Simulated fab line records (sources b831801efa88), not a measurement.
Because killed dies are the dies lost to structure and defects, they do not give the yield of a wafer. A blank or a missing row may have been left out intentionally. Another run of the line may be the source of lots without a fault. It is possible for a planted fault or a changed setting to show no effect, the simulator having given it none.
Which tool is to blame?    flow gf180mcu    36 wafers from 12 lots sampled at 4 of the route's 602 steps

WHAT EACH GAUGE READ, for each wafer
GF_TOP_METAL_CD_MEAS_14 targets a cd of 440 nm. Usual: 439.9 nm for cd-nm, sd 1.8.
lot   measured      on         cd-nm (nm)         flag
L675  day 28 08:10  cd-sem-02  440.4 439.9 440.8  
L676  day 28 13:25  cd-sem-01  438.8 437.2 437.1  
L677  day 29 03:23  cd-sem-02  438.6 437.9 437.6  
L678  day 29 08:05  cd-sem-01  440.9 438.1 438.0  
L679  day 29 11:46  cd-sem-01  441.2 441.6 441.6  
L685  day 31 07:01  cd-sem-01  440.4 439.0 437.5  
L686  day 31 13:35  cd-sem-01  440.7 441.6 442.9  
L688  day 32 02:30  cd-sem-02  440.7 440.2 439.8  
L690  day 32 14:28  cd-sem-02  437.9 437.6 439.1  
L692  day 32 23:50  cd-sem-02  438.9 439.0 440.5  
L695  day 33 20:00  cd-sem-02  441.0 440.0 440.1  
L696  day 34 03:07  cd-sem-01  442.3 438.8 438.6  

EACH LOT AND THE TOOL THAT RAN IT (in order: tool; ch and the chambers of the sampled wafers; start)
lot   GF_MIM_SPUTTER_07             GF_MIM_STRIP_20                       GF_M5_ETCH_09
L675  pvd-sputter-02, day 24 17:20  plasma-asher-02 ch 0,1, day 25 14:45  rie-diel-04 ch 0,1,3, day 26 12:38
L676  pvd-sputter-04, day 24 23:49  plasma-asher-03 ch 0,1, day 25 21:44  rie-diel-03 ch 0,1,3, day 26 18:40
L677  pvd-sputter-04, day 25 15:23  plasma-asher-02 ch 0,1, day 26 12:37  rie-diel-04 ch 1,2, day 27 08:56
L678  pvd-sputter-04, day 25 21:05  plasma-asher-04 ch 1, day 26 17:17    rie-diel-03 ch 0,1,2, day 27 14:02
L679  pvd-sputter-03, day 26 00:10  plasma-asher-04 ch 0,1, day 26 21:31  rie-diel-04 ch 0,1,2, day 27 17:44
L685  pvd-sputter-04, day 28 01:27  plasma-asher-04 ch 0,1, day 28 21:08  rie-diel-03 ch 0,1,3, day 29 16:23
L686  pvd-sputter-04, day 28 09:02  plasma-asher-02 ch 0,1, day 29 04:22  rie-diel-03 ch 0,3, day 29 23:14
L688  pvd-sputter-04, day 28 22:26  plasma-asher-04 ch 0,1, day 29 17:04  rie-diel-03 ch 1,2, day 30 12:26
L690  pvd-sputter-03, day 29 12:10  plasma-asher-03 ch 0,1, day 30 06:53  rie-diel-03 ch 0,1,2, day 31 01:12
L692  pvd-sputter-02, day 29 23:40  plasma-asher-03 ch 0,1, day 30 17:35  rie-diel-03 ch 0,1,2, day 31 11:53
L695  pvd-sputter-03, day 30 22:52  plasma-asher-04 ch 0,1, day 31 16:14  rie-diel-02 ch 0,1,3, day 32 09:26
L696  pvd-sputter-02, day 31 06:26  plasma-asher-03 ch 0,1, day 32 00:02  rie-diel-02 ch 0,3, day 32 16:45
- GF_MIM_SPUTTER_07: material TiN, target thk 60 nm, time 50 s.
- GF_MIM_STRIP_20: strips in O2/N2.
- GF_M5_ETCH_09: etches Si3N4 in CF4/O2, target depth 52 nm, time 11.6 s.

AS READ BY THE TOOLS THEMSELVES (means over the sampled wafers that have a number; for cases with no such wafer, the mark the record gives instead)
GF_MIM_SPUTTER_07. Usual: 29.7 % for throttle-valve-pct, sd 0.84.
lot   tool            throttle-valve-pct (%)  flag
L675  pvd-sputter-02  28.6                    
L676  pvd-sputter-04  29.8                    
L677  pvd-sputter-04  29.9                    
L678  pvd-sputter-04  29.6                    
L679  pvd-sputter-03  30.3                    
L685  pvd-sputter-04  30.0                    
L686  pvd-sputter-04  29.7                    
L688  pvd-sputter-04  29.9                    
L690  pvd-sputter-03  30.4                    
L692  pvd-sputter-02  29.1                    
L695  pvd-sputter-03  29.7                    
L696  pvd-sputter-02  28.9                    

GF_MIM_STRIP_20. Usual: drypump-motor-current-A 5.29 A, standard deviation 0.27; heater-power-w 307 W, standard deviation 30; oes-product-au 0.693 a.u., standard deviation 0.0054; platen-temp-c 250.01 C, standard deviation 0.17; strip-time-to-endpoint-s 11.25 s, standard deviation 0.04.
lot   tool             drypump-motor-current-A (A)  heater-power-w (W)  oes-product-au (a.u.)  platen-temp-c (C)  strip-time-to-endpoint-s (s)  flag
L675  plasma-asher-02  5.40                         292                 0.695                  249.98             11.30                         
L676  plasma-asher-03  5.53                         301                 0.694                  250.05             11.22                         
L677  plasma-asher-02  5.55                         275                 0.696                  249.93             11.29                         
L678  plasma-asher-04  5.15                         293                 0.691                  250.00             11.22                         
L679  plasma-asher-04  5.09                         315                 0.695                  250.06             11.25                         
L685  plasma-asher-04  4.99                         340                 0.696                  250.02             11.30                         
L686  plasma-asher-02  5.44                         295                 0.694                  249.87             11.26                         
L688  plasma-asher-04  4.99                         341                 0.694                  249.75             11.27                         
L690  plasma-asher-03  5.56                         292                 0.690                  250.03             11.20                         
L692  plasma-asher-03  5.54                         297                 0.699                  250.21             11.24                         
L695  plasma-asher-04  5.01                         336                 0.695                  250.24             11.31                         
L696  plasma-asher-03  5.52                         303                 0.694                  250.11             11.23                         

GF_M5_ETCH_09. Usual: cf4-flow-sccm 80.01 sccm, standard deviation 0.27; drypump-motor-current-A 5.6 A, standard deviation 0.55; oes-product-au 1.003 a.u., standard deviation 0.011; throttle-valve-pct 5.971 %, standard deviation 0.01.
lot   tool         cf4-flow-sccm (sccm)  drypump-motor-current-A (A)  oes-product-au (a.u.)  throttle-valve-pct (%)  flag
L675  rie-diel-04  80.03                 5.4                          1.009                  5.969                   
L676  rie-diel-03  79.85                 5.4                          1.003                  5.976                   
L677  rie-diel-04  80.18                 5.9                          1.011                  5.969                   
L678  rie-diel-03  80.08                 5.5                          0.998                  5.969                   
L679  rie-diel-04  79.87                 5.6                          1.015                  5.977                   
L685  rie-diel-03  79.78                 5.4                          0.990                  5.975                   
L686  rie-diel-03  80.28                 5.4                          0.989                  5.963                   
L688  rie-diel-03  79.69                 5.5                          1.009                  5.966                   
L690  rie-diel-03  80.42                 5.5                          0.996                  5.967                   
L692  rie-diel-03  79.82                 5.5                          0.988                  5.962                   
L695  rie-diel-02  80.27                 5.6                          1.005                  5.976                   
L696  rie-diel-02  80.09                 5.3                          1.013                  5.979                   

THE ANSWER, worked out from the rows above alone
Rule: a lot is off if the mean of its wafers that have a number lies more than 3 standard deviations from the usual mean. Also off: a lot with no number at a reading for which 4 or more lots have one. All remaining lots with rows at the step are treated as sound. Order of review: gauges by route order, followed by the tools' own readings, for which a lot's mean as printed above is used. The first step at which some lot is off is used, and at that step the reading that is off furthest; a lot without a number counts as furthest.
No lot is off on any of the readings shown, so nothing can be concluded from this.

WHAT THE SIMULATOR PUT IN
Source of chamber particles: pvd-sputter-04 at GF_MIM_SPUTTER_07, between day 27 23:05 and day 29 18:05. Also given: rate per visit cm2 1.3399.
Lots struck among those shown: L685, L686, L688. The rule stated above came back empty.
